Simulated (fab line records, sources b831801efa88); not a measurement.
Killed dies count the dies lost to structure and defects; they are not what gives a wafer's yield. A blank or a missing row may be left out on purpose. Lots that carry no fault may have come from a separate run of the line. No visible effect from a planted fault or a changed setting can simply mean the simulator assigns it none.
Chamber matching	flow sky130	SKY_PASSIVATION_CVD_00 on pecvd-03 has 3 sister chambers
The step deposits SiO2, target thk 90 nm. 3 wafers are shown with their chamber, then 7 later ones without.

## WAFERS, EACH WITH ITS CHAMBER
wafer	chamber	heater_power_w (W)
L091.1	2	615
L093.1	0	666
L093.2	1	563

## WAFERS MISSING THEIR CHAMBER
wafer	heater_power_w (W)
L093.4	547
L094.1	568
L094.4	612
L094.5	573
L095.2	638
L095.3	637
L095.4	680

## WHICH CHAMBER EACH WENT THROUGH
wafer	from the rows above	in truth
L093.4	1	1
L094.1	1	1
L094.4	2	2
L094.5	1	1
L095.2	can't be placed: 2 or 0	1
L095.3	can't be placed: 2 or 0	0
L095.4	0	0
5 of 7 placed correctly. These rows do not allow placing 2 (true chamber among the candidates in 1). Number placed wrongly: 0.
How it was worked out, from the rows above alone: a wafer's distance from a chamber is the root of the sum, over the readings, of the square of ((its reading less the chamber's mean) divided by the reading's scatter). The wafer belongs to the nearest chamber; if the next one is less than 2 further off, it can't be placed. For every chamber, the mean is computed from those of its wafers that are shown. The scatter: with one shown wafer a chamber, the root of the mean of the squares of how far each hidden wafer lies from its nearest shown one.
